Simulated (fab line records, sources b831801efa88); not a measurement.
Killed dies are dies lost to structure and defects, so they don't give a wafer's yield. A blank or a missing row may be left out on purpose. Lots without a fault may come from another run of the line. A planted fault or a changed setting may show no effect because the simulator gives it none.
Which tool did it? | flow gf180mcu | 13 lots, 39 wafers sampled, at 3 steps of a route of 602

WHAT THE GAUGES READ, wafer by wafer
GF_STI_THK_MEAS_24. Usual: STI_CVD_23_THK 652 nm, standard deviation 6.8.
lot  | measured    | on            | STI_CVD_23_THK (nm) | flag
L197 | day 2 12:20 | film_metro-04 | 664 658 654         |
L198 | day 2 16:31 | film_metro-04 | 646 646 653         |
L199 | day 2 20:04 | film_metro-01 | 646 646 649         |
L201 | day 3 05:17 | film_metro-01 | 668 662 661         |
L202 | day 3 09:29 | film_metro-03 | 647 651 650         |
L204 | day 3 20:45 | film_metro-04 | 660 656 648         |
L210 | day 5 03:02 | film_metro-03 | 660 650 651         |
L213 | day 5 18:56 | film_metro-01 | 657 650 657         |
L214 | day 5 23:50 | film_metro-01 | 649 640 649         |
L215 | day 6 05:11 | film_metro-01 | 654 646 640         |
L216 | day 6 10:05 | film_metro-04 | 649 651 662         |
L218 | day 6 20:29 | film_metro-01 | 653 655 647         |
L219 | day 7 01:17 | film_metro-03 | 647 637 653         |

GF_NWELL_OVL_MEAS_07. Usual: NWELL_OVL -0.4 nm, standard deviation 1.3.
lot  | measured    | on         | NWELL_OVL (nm)                | flag
L197 | day 3 17:21 | overlay-01 | -0.7 -1.3 -0.2                |
L198 | day 3 20:21 | overlay-02 | 0.9 0.4 0.7                   |
L199 | day 4 00:06 | overlay-01 | 1.8 0.5 0.2                   |
L201 | day 4 09:25 | overlay-01 | 1.0 -0.8 -0.6                 |
L202 | day 4 14:42 | overlay-02 | -0.3 -1.1 -0.8                |
L204 | day 5 02:31 | overlay-01 | 0.5 1.4 2.1                   |
L210 | day 6 10:23 | overlay-02 | 0.6 0.9 -1.3                  |
L213 | day 7 03:33 | overlay-02 | 54.1 53.5 53.8 53.8 53.9 53.9 | OFF
L214 | day 7 08:33 | overlay-01 | 56.3 55.5 55.1 56.5 56.1 55.4 | OFF
L215 | day 7 14:09 | overlay-01 | 55.1 55.8 54.8 55.5 56.4 55.4 | OFF
L216 | day 7 19:48 | overlay-02 | 0.3 -0.4 -0.5                 |
L218 | day 8 06:02 | overlay-01 | 55.2 56.6 56.4 55.1 56.8 56.6 | OFF
L219 | day 8 12:00 | overlay-02 | 0.9 -0.7 -0.9                 |

WHICH TOOL RAN EACH LOT (tool, then ch and the chambers of the sampled wafers, then the start)
lot  | GF_NWELL_EXPOSE_04
L197 | iline_stepper-01 ch 0, day 3 11:20
L198 | iline_stepper-01 ch 0, day 3 14:06
L199 | iline_stepper-01 ch 0, day 3 17:13
L201 | iline_stepper-01 ch 0, day 4 03:34
L202 | iline_stepper-01 ch 0, day 4 07:54
L204 | iline_stepper-02 ch 0, day 4 19:53
L210 | iline_stepper-02 ch 0, day 6 03:16
L213 | iline_stepper-01 ch 0, day 6 19:59
L214 | iline_stepper-01 ch 0, day 7 00:25
L215 | iline_stepper-01 ch 0, day 7 06:26
L216 | iline_stepper-02 ch 0, day 7 11:47
L218 | iline_stepper-01 ch 0, day 7 22:15
L219 | iline_stepper-02 ch 0, day 8 03:52
- GF_NWELL_EXPOSE_04: exposes mask Nwell, target cd 860 nm.

WHAT THE TOOLS THEMSELVES READ (means of the sampled wafers that have a number; where no wafer has one, the mark that the record gives instead)
The record holds no such reading with a usual standard deviation.

THE ANSWER, worked out from the rows above alone
Rule: a lot is off if the mean of its wafers that have a number lies more than 3 standard deviations from the usual mean. A lot without any number at a reading at which 4 lots or more have one is off too. The other lots that the step has rows for count as sound. The gauges are gone through in route order, then the tools' own readings, and for those a lot's mean is taken as printed above. The first step at which some lot is off is used, and at that step the reading that is off furthest; a lot without a number counts as furthest.
Off: L213, L214, L215, L218, at GF_NWELL_OVL_MEAS_07 (NWELL_OVL).
A tool fits if, at a process step before that reading, it ran every lot that is off, and no sound lot after the first of them. The gauges at GF_NWELL_OVL_MEAS_07 are tried like those tools. One fits: iline_stepper-01 at GF_NWELL_EXPOSE_04. Its last sound lot is L202 (day 4 07:54), its first lot that is off L213 (day 6 19:59): a fault that began between those two fits.

WHAT THE SIMULATOR HAD PUT IN
Scanner matching overlay: iline_stepper-01, from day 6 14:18 on, at GF_NWELL_EXPOSE_04. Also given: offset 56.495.
Lots struck among those shown: L213, L214, L215, L218. The rule above found the same.
